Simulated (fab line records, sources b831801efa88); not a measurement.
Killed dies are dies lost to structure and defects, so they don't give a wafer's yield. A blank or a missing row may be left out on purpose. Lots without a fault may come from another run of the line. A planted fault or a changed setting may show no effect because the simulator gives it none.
fab line records | flow sky130
record lots=13 wafers=39 last_day=50
route steps=708 shown VIA2@528 METAL3@535 VIA3@573 PAD_OPEN@708
lots that met no fault: from a run of the same line without faults
start_h: hours from the record's first day to the start of the lot's first wafer shown | wait_h: hours since the lot's step before | " the same as in the row above | L1.1+2: a row that stands for several wafers | - no value, or no start given | * or withheld: withheld | < > ~ a bound
route shown NAME@n: a module of which the file shows steps, and the number in the route of the first | usual: mean/standard deviation of fault-free wafers | same: alike in all rows | chamber/n: place in a boat | sites: the reading at each site | _std_site: their standard deviation | _edge_site: outer sites' mean less inner sites' | radius_mm: how far each site lies from the wafer's centre | mask NAME#n: copy n | behind: the tool/chamber that last shaped the wafer | hold: why the lot was held/for how many hours/how that ended | device: the transistor (n, p or np) that didn't switch | end of line: the same wafers' tests at the end of the route | a step without rows: its recipe alone | killed: dies lost to structure and defects at the first sort, not the wafer's yield | map: a wafer's dies, x killed, . not, _ none there
set.NAME: the setting as run; set.NAME@STEP: as run at that earlier step | model.NAME: the simulator's own value behind a step, which no gauge read
steps of the route over a sample of lots; a table a step, a row a wafer
services: from which hour (start_h, from the record's first day; less than 0 if before it) a tool's chamber was out of use, for how many hours, and why
## steps
# step SKY_VIA2_CVD_21
# recipe material=W target_thk_nm=420 time_s=126.4 temp_c=400 pressure_torr=40
# usual heater_power_w=908/41
# columns lot.wafer tool chamber start_h wait_h heater_power_w
L897.1 cvd_w-02 0 840.21 0.0 905
L897.4 " 0 " " 957
L897.5 " 1 " " 917
L898.1 cvd_w-01 0 848.80 0.0 950
L898.5 " 0 " " 947
L898.6 " 1 " " 872
L899.4 cvd_w-01 0 855.57 0.2 936
L899.5 " 0 " " 941
L899.6 " 0 " " 981
L900.4 cvd_w-02 1 862.92 0.1 904
L900.5 " 0 " " 947
L900.6 " 1 " " 902
L901.3 cvd_w-01 1 871.73 0.1 873
L901.5 " 1 " " 864
L901.6 " 0 " " 950
L902.1 cvd_w-02 1 888.77 0.0 925
L902.2 " 0 " " 932
L902.5 " 0 " " 951
L903.3 cvd_w-02 0 912.75 0.1 949
L903.4 " 1 " " 923
L903.5 " 1 " " 947
L905.2 cvd_w-02 1 913.40 0.0 937
L905.3 " 0 " " 959
L905.6 " 0 " " 923
L908.1 cvd_w-01 0 934.36 0.0 874
L908.2 " 1 " " 841
L908.3 " 1 " " 822
L909.2 cvd_w-02 1 942.49 0.0 921
L909.3 " 1 " " 931
L909.5 " 1 " " 912
L911.4 cvd_w-02 1 956.64 0.0 888
L911.5 " 1 " " 927
L911.6 " 0 " " 934
L915.2 cvd_w-01 1 984.25 0.0 834
L915.4 " 0 " " 886
L915.5 " 0 " " 889
L920.1 cvd_w-02 0 1007.20 0.0 938
L920.3 " 0 " " 938
L920.6 " 1 " " 912
# step SKY_METAL3_SPUTTER_03
# recipe material=Ti target_thk_nm=5 power_w=3000 time_s=3.3 chamber_pressure_pa=0.4
# usual throttle_valve_pct=30.0/1.1
# columns lot.wafer tool chamber start_h wait_h throttle_valve_pct
L897.1 pvd_sputter-02 - 840.90 0.0 27.7
L897.4 " - " " 29.6
L897.5 " - " " 29.8
L898.1 pvd_sputter-01 - 849.49 0.0 31.2
L898.5 " - " " 32.2
L898.6 " - " " 31.1
L899.4 pvd_sputter-04 - 856.27 0.0 30.2
L899.5 " - " " 28.9
L899.6 " - " " 31.1
L900.4 pvd_sputter-02 - 863.58 0.0 27.6
L900.5 " - " " 30.0
L900.6 " - " " 29.8
L901.3 pvd_sputter-01 - 872.44 0.0 30.4
L901.5 " - " " 29.6
L901.6 " - " " 31.2
L902.1 pvd_sputter-01 - 889.47 0.0 30.8
L902.2 " - " " 32.3
L902.5 " - " " 32.4
L903.3 pvd_sputter-02 - 913.41 0.0 29.4
L903.4 " - " " 29.9
L903.5 " - " " 29.8
L905.2 pvd_sputter-02 - 914.22 0.0 29.6
L905.3 " - " " 30.1
L905.6 " - " " 29.8
L908.1 pvd_sputter-02 - 935.06 0.0 29.7
L908.2 " - " " 30.1
L908.3 " - " " 27.7
L909.2 pvd_sputter-02 - 943.18 0.0 29.9
L909.3 " - " " 29.8
L909.5 " - " " 30.4
L911.4 pvd_sputter-04 - 957.30 0.0 30.3
L911.5 " - " " 29.8
L911.6 " - " " 30.7
L915.2 pvd_sputter-02 - 985.53 0.0 29.8
L915.4 " - " " 27.5
L915.5 " - " " 29.5
L920.1 pvd_sputter-01 - 1007.89 0.0 30.3
L920.3 " - " " 29.8
L920.6 " - " " 31.0
# step SKY_VIA3_HDPCVD_00
# recipe material=SiO2 target_thk_nm=1635 sigma_open_frac=0.3 time_s=272.5 temp_c=400 sih4_flow_sccm=60 pressure_mtorr=6
# usual run_length_s=300.5/0.71
# columns lot.wafer tool chamber start_h wait_h run_length_s
L897.1 hdpcvd-01 1 894.13 0.0 300.9
L897.4 " 1 " " 300.8
L897.5 " 0 " " 299.3
L898.1 hdpcvd-02 0 901.64 0.0 301.5
L898.5 " 1 " " 301.2
L898.6 " 2 " " 299.8
L899.4 hdpcvd-02 0 910.03 0.1 301.1
L899.5 " 1 " " 301.4
L899.6 " 2 " " 299.7
L900.4 hdpcvd-02 2 916.29 0.1 299.8
L900.5 " 0 " " 301.7
L900.6 " 1 " " 300.8
L901.3 hdpcvd-02 1 925.16 0.0 301.7
L901.5 " 1 " " 301.0
L901.6 " 2 " " 300.4
L902.1 hdpcvd-02 1 941.20 0.0 300.9
L902.2 " 0 " " 300.9
L902.5 " 2 " " 299.7
L905.2 hdpcvd-01 2 964.66 0.0 300.2
L905.3 " 1 " " 300.6
L905.6 " 2 " " 300.1
L903.3 hdpcvd-02 1 965.68 0.0 301.6
L903.4 " 0 " " 301.9
L903.5 " 1 " " 300.7
L908.1 hdpcvd-01 0 985.18 0.0 300.1
L908.2 " 1 " " 300.8
L908.3 " 2 " " 299.9
L909.2 hdpcvd-02 0 993.85 0.0 206.5
L909.3 " 1 " " 300.8
L909.5 " 0 " " 206.6
L911.4 hdpcvd-02 2 1006.76 0.1 300.1
L911.5 " 1 " " 301.2
L911.6 " 0 " " 206.7
L915.2 hdpcvd-01 2 1032.72 0.0 299.9
L915.4 " 1 " " 301.2
L915.5 " 0 " " 299.5
L920.1 hdpcvd-01 1 1054.35 0.0 300.7
L920.3 " 2 " " 299.9
L920.6 " 1 " " 300.5
# step SKY_VIA3_THK_MEAS_01
# recipe reads=SiO2_of_VIA3_HDPCVD_00
# usual VIA3_HDPCVD_THK=1637/14
# columns lot.wafer tool chamber start_h wait_h VIA3_HDPCVD_THK[nm]
L897.1 film_metro-01 - 894.38 0.2 1631
L897.4 " - " " 1627
L897.5 " - " " 1642
L898.1 film_metro-04 - 901.81 0.1 1656
L898.5 " - " " 1635
L898.6 " - " " 1628
L899.4 film_metro-02 - 910.14 0.0 1644
L899.5 " - " " 1625
L899.6 " - " " 1617
L900.4 film_metro-04 - 916.40 0.0 1655
L900.5 " - " " 1670
L900.6 " - " " 1663
L901.3 film_metro-02 - 925.34 0.1 1633
L901.5 " - " " 1643
L901.6 " - " " 1633
L902.1 film_metro-04 - 941.37 0.1 1645
L902.2 " - " " 1635
L902.5 " - " " 1641
L905.2 film_metro-04 - 964.84 0.1 1641
L905.3 " - " " 1631
L905.6 " - " " 1633
L903.3 film_metro-02 - 965.87 0.1 1648
L903.4 " - " " 1640
L903.5 " - " " 1641
L908.1 film_metro-02 - 985.35 0.1 1644
L908.2 " - " " 1658
L908.3 " - " " 1660
L909.2 film_metro-01 - 994.02 0.1 1072
L909.3 " - " " 1645
L909.5 " - " " 1073
L911.4 film_metro-02 - 1006.88 0.0 1633
L911.5 " - " " 1642
L911.6 " - " " 1073
L915.2 film_metro-02 - 1032.90 0.1 1649
L915.4 " - " " 1648
L915.5 " - " " 1649
L920.1 film_metro-01 - 1054.52 0.1 1613
L920.3 " - " " 1624
L920.6 " - " " 1633
# step SKY_VIA3_RS_MEAS_22
# recipe thk_meas_gauge=four-point-probe reads=W_of_VIA3_CVD_21+TiN_of_VIA3_SPUTTER_20
# usual VIA3_W_RS=0.294/0.0039
# columns lot.wafer tool chamber start_h wait_h VIA3_W_RS[ohm/sq]
L897.1 film_metro-01 - 921.31 0.1 0.298
L897.4 " - " " 0.298
L897.5 " - " " 0.296
L898.1 film_metro-02 - 927.77 0.1 0.295
L898.5 " - " " 0.295
L898.6 " - " " 0.297
L899.4 film_metro-04 - 935.87 0.1 0.298
L899.5 " - " " 0.303
L899.6 " - " " 0.296
L900.4 film_metro-01 - 942.60 0.1 0.292
L900.5 " - " " 0.294
L900.6 " - " " 0.292
L901.3 film_metro-02 - 950.70 0.1 0.297
L901.5 " - " " 0.293
L901.6 " - " " 0.292
L902.1 film_metro-01 - 966.64 0.1 0.296
L902.2 " - " " 0.295
L902.5 " - " " 0.296
L905.2 film_metro-02 - 989.99 0.1 0.293
L905.3 " - " " 0.288
L905.6 " - " " 0.295
L903.3 film_metro-01 - 991.04 0.1 0.284
L903.4 " - " " 0.295
L903.5 " - " " 0.290
L908.1 film_metro-02 - 1009.66 0.1 0.297
L908.2 " - " " 0.293
L908.3 " - " " 0.299
L909.2 film_metro-04 - 1018.42 0.1 0.292
L909.3 " - " " 0.288
L909.5 " - " " 0.297
L911.4 film_metro-02 - 1030.13 0.1 0.299
L911.5 " - " " 0.295
L911.6 " - " " 0.290
L915.2 film_metro-04 - 1057.01 0.1 0.293
L915.4 " - " " 0.291
L915.5 " - " " 0.290
L920.1 film_metro-01 - 1076.82 0.1 0.289
L920.3 " - " " 0.288
L920.6 " - " " 0.294
# step SKY_PAD_OPEN_PROBE_99
# usual defect_limited_yield=82.0/1.9 killed_at_M0_to_M3=45/6.9 killed_at_M4_up=3.0/1.7 killed_at_contacts=25/5.6 killed_at_front_end=15/4.2 killed_at_other=0.3/0.55 killed_dies=89/9.6 killed_open=49/7.2 killed_short=39/6.5
# same gross_dies=492 killed_at_back_side=0
# columns lot.wafer tool chamber start_h wait_h defect_limited_yield[%] killed_at_M0_to_M3 killed_at_M4_up killed_at_contacts killed_at_front_end killed_at_other killed_dies killed_open killed_short
L900.4 prober-01 - 1088.09 0.2 82.5 44 2 24 16 0 86 51 35
L900.5 prober-01 - 1088.14 0.2 82.5 51 4 21 10 0 86 53 33
L900.6 prober-01 - 1088.19 0.2 79.7 59 2 20 19 0 100 51 49
L901.3 prober-02 - 1092.65 0.2 82.1 44 3 19 21 1 88 50 38
L901.5 prober-02 - 1092.75 0.2 80.9 55 2 27 10 0 94 55 39
L901.6 prober-02 - 1092.80 0.2 78.9 37 5 36 26 0 104 53 48
L905.2 prober-02 - 1127.14 0.1 83.1 42 7 27 7 0 83 48 35
L905.3 prober-02 - 1127.19 0.2 81.5 34 3 30 23 1 91 53 37
L905.6 prober-02 - 1127.34 0.2 80.3 47 2 33 15 0 97 49 48
L903.3 prober-01 - 1128.69 0.2 83.7 45 3 21 11 0 80 47 33
L903.4 prober-01 - 1128.74 0.2 83.1 37 4 25 16 1 83 45 37
L903.5 prober-01 - 1128.79 0.2 82.1 53 1 17 16 1 88 45 41
L909.2 prober-01 - 1148.43 0.1 81.3 44 2 28 18 0 92 59 33
L909.3 prober-01 - 1148.48 0.2 82.1 45 3 25 15 0 88 51 37
L909.5 prober-01 - 1148.58 0.2 80.9 42 4 32 16 0 94 54 40
L911.4 prober-01 - 1158.84 0.2 83.1 42 4 23 14 0 83 48 35
L911.5 prober-01 - 1158.89 0.2 78.7 43 0 45 17 0 105 69 36
L911.6 prober-01 - 1158.94 0.2 81.1 53 7 21 12 0 93 54 39
L915.2 prober-01 - 1178.53 0.1 80.7 49 8 24 14 0 95 53 42
L915.4 prober-01 - 1178.63 0.2 82.3 35 2 28 21 1 87 43 44
L915.5 prober-01 - 1178.68 0.2 84.3 43 2 24 7 1 77 50 27
# killed by level:class
L900.4 CONTACT:geometric_particle:open=11 FIELD_ISO:geometric_particle:short=8 VIA1:geometric_particle:open=8 LI_CONTACT:geometric_particle:open=7 VIA2:geometric_particle:open=7 METAL1:geometric_particle:short=7 VIA3:geometric_particle:open=6 METAL2:geometric_particle:short=4
L900.5 VIA1:geometric_particle:open=14 VIA2:geometric_particle:open=9 LI_CONTACT:geometric_particle:open=8 FIELD_ISO:geometric_particle:open=7 CONTACT:geometric_particle:open=7 VIA2:geometric_particle:short=6 VIA1:geometric_particle:short=5 VIA3:geometric_particle:open=5
L900.6 VIA1:geometric_particle:open=15 VIA1:geometric_particle:short=12 CONTACT:geometric_particle:open=9 FIELD_ISO:geometric_particle:short=7 VIA2:geometric_particle:open=6 LI_CONTACT:geometric_particle:open=5 VIA3:geometric_particle:short=5 VIA2:geometric_particle:short=4
L901.3 VIA1:geometric_particle:open=10 FIELD_ISO:geometric_particle:short=9 VIA2:geometric_particle:open=8 FIELD_ISO:geometric_particle:open=6 LI_CONTACT:geometric_particle:open=6 METAL2:geometric_particle:short=5 VIA3:geometric_particle:open=5 LI_CONTACT:geometric_particle:short=4
L901.5 VIA1:geometric_particle:open=16 CONTACT:geometric_particle:open=12 VIA3:geometric_particle:open=10 VIA2:geometric_particle:open=7 METAL2:geometric_particle:short=6 LI_CONTACT:geometric_particle:open=5 METAL1:geometric_particle:short=5 CONTACT:geometric_particle:short=4
L901.6 LI_CONTACT:geometric_particle:open=12 VIA1:geometric_particle:open=11 POLY_GATE:geometric_particle:short=8 CONTACT:geometric_particle:open=8 LOCAL_INTERCONNECT:geometric_particle:short=7 METAL2:geometric_particle:short=6 VIA3:geometric_particle:open=5 POLY_GATE:geometric_particle:open=4
L905.2 VIA1:geometric_particle:open=14 CONTACT:geometric_particle:open=9 LI_CONTACT:geometric_particle:open=6 CONTACT:geometric_particle:short=6 VIA2:geometric_particle:short=5 METAL2:geometric_particle:short=5 METAL1:geometric_particle:short=5 LOCAL_INTERCONNECT:geometric_particle:short=4
L905.3 CONTACT:geometric_particle:open=15 VIA2:geometric_particle:open=8 VIA1:geometric_particle:open=6 CONTACT:geometric_particle:short=5 POLY_GATE:geometric_particle:short=5 POLY_GATE:geometric_particle:open=5 SPACER:geometric_particle:open=5 VIA3:geometric_particle:open=5
L905.6 CONTACT:geometric_particle:open=13 VIA1:geometric_particle:open=11 CONTACT:geometric_particle:short=9 VIA3:geometric_particle:open=8 METAL1:geometric_particle:short=7 VIA1:geometric_particle:short=5 VIA2:geometric_particle:open=5 LI_CONTACT:geometric_particle:open=4
L903.3 VIA1:geometric_particle:open=11 METAL1:geometric_particle:short=9 CONTACT:geometric_particle:open=9 LI_CONTACT:geometric_particle:open=7 METAL2:geometric_particle:short=6 METAL2:geometric_particle:open=5 VIA1:geometric_particle:short=4 VIA2:geometric_particle:open=4
L903.4 VIA3:geometric_particle:open=8 CONTACT:geometric_particle:open=7 METAL1:geometric_particle:short=6 LI_CONTACT:geometric_particle:open=6 CONTACT:geometric_particle:short=6 POLY_GATE:geometric_particle:open=5 METAL2:geometric_particle:short=5 FIELD_ISO:geometric_particle:open=4
L903.5 VIA1:geometric_particle:open=12 VIA2:geometric_particle:open=10 METAL2:geometric_particle:short=8 POLY_GATE:geometric_particle:open=5 LI_CONTACT:geometric_particle:open=5 VIA1:geometric_particle:short=5 FIELD_ISO:geometric_particle:short=4 CONTACT:geometric_particle:short=4
L909.2 CONTACT:geometric_particle:open=14 VIA1:geometric_particle:open=13 VIA3:geometric_particle:open=9 LI_CONTACT:geometric_particle:open=7 POLY_GATE:geometric_particle:short=6 FIELD_ISO:geometric_particle:open=5 POLY_GATE:geometric_particle:open=5 METAL2:geometric_particle:short=4
L909.3 VIA1:geometric_particle:open=12 VIA3:geometric_particle:open=9 LI_CONTACT:geometric_particle:open=8 CONTACT:geometric_particle:open=8 METAL2:geometric_particle:short=6 LI_CONTACT:geometric_particle:short=5 METAL1:geometric_particle:short=5 POLY_GATE:geometric_particle:open=4
L909.5 CONTACT:geometric_particle:open=14 VIA1:geometric_particle:open=10 METAL2:geometric_particle:short=8 CONTACT:geometric_particle:short=7 POLY_GATE:geometric_particle:open=6 VIA2:geometric_particle:open=6 LI_CONTACT:geometric_particle:open=5 VIA3:geometric_particle:open=5
L911.4 VIA1:geometric_particle:open=9 LI_CONTACT:geometric_particle:open=8 METAL2:geometric_particle:short=7 CONTACT:geometric_particle:open=6 VIA2:geometric_particle:open=6 VIA3:geometric_particle:open=6 FIELD_ISO:geometric_particle:short=5 POLY_GATE:geometric_particle:short=4
L911.5 CONTACT:geometric_particle:open=21 LI_CONTACT:geometric_particle:open=12 VIA3:geometric_particle:open=7 VIA1:geometric_particle:open=6 VIA2:geometric_particle:open=6 FIELD_ISO:geometric_particle:open=5 LOCAL_INTERCONNECT:geometric_particle:short=5 VIA1:geometric_particle:short=5
L911.6 VIA2:geometric_particle:open=11 CONTACT:geometric_particle:open=9 VIA1:geometric_particle:open=9 VIA1:geometric_particle:short=8 VIA3:geometric_particle:open=7 LI_CONTACT:geometric_particle:open=5 METAL4:geometric_particle:short=5 LOCAL_INTERCONNECT:geometric_particle:short=4
L915.2 VIA1:geometric_particle:open=15 CONTACT:geometric_particle:open=8 VIA2:geometric_particle:open=8 LI_CONTACT:geometric_particle:open=7 VIA1:geometric_particle:short=6 METAL4:geometric_particle:short=6 LI_CONTACT:geometric_particle:short=5 METAL2:geometric_particle:short=5
L915.4 CONTACT:geometric_particle:open=13 FIELD_ISO:geometric_particle:short=6 VIA2:geometric_particle:short=6 METAL1:geometric_particle:short=5 VIA1:geometric_particle:open=5 VIA3:geometric_particle:open=5 LI_CONTACT:geometric_particle:short=4 LI_CONTACT:geometric_particle:open=4
L915.5 VIA1:geometric_particle:open=16 LI_CONTACT:geometric_particle:open=9 CONTACT:geometric_particle:open=8 VIA2:geometric_particle:short=5 POLY_GATE:geometric_particle:open=4 METAL2:geometric_particle:short=4 VIA2:geometric_particle:open=4 LOCAL_INTERCONNECT:geometric_particle:short=3
## services
# columns tool chamber start_h hours kind
cvd_w-02 - 830.42 6.9 pm
cvd_w-01 1 854.67 11.8 repair
hdpcvd-01 - 861.13 1.4 repair
pvd_sputter-02 0 861.97 - consumable_replace:kit
pvd_sputter-02 0 861.97 18.0 scheduled_down
pvd_sputter-02 0 861.97 18.0 vent_cycle
pvd_sputter-01 - 876.53 3.0 repair
hdpcvd-01 2 880.74 14.9 repair
cvd_w-01 - 904.00 14.0 pm
pvd_sputter-04 - 913.38 1.6 repair
hdpcvd-02 - 917.61 0.8 pm
hdpcvd-02 - 927.42 2.2 repair
pvd_sputter-01 - 929.35 4.1 repair
hdpcvd-02 - 950.25 15.0 pm
hdpcvd-02 0 950.25 15.0 vent_cycle
hdpcvd-02 1 950.25 15.0 vent_cycle
hdpcvd-02 2 950.25 15.0 vent_cycle
pvd_sputter-02 - 965.01 2.7 repair
hdpcvd-02 0 965.25 - clean
hdpcvd-02 1 965.25 - clean
hdpcvd-02 2 965.25 - clean
pvd_sputter-04 - 1010.48 1.7 repair
pvd_sputter-01 - 1016.94 1.3 repair
pvd_sputter-02 - 1042.02 13.8 repair
## key
first_sign step=SKY_VIA3_HDPCVD_00 reading=run_length_s direction=down sigmas=99+ usual=* struck=*
effect step=SKY_VIA3_THK_MEAS_01 reading=VIA3_HDPCVD_THK direction=down sigmas=41 usual=1637 struck=1073
met_at SKY_VIA3_HDPCVD_00
struck_lots L909,L911
struck_wafers L909.2,L909.5,L911.6
not_acting_at SKY_VIA2_CVD_21,SKY_METAL3_SPUTTER_03,SKY_VIA3_RS_MEAS_22
onset_between 965.68 993.85
fault kind=process_parameter_drift tool=hdpcvd-02 chamber=0 onset_h=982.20 steps=SKY_VIA3_HDPCVD_00 channel=time_s offset=* shape=step end_h=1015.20 acts_in=* stated=*
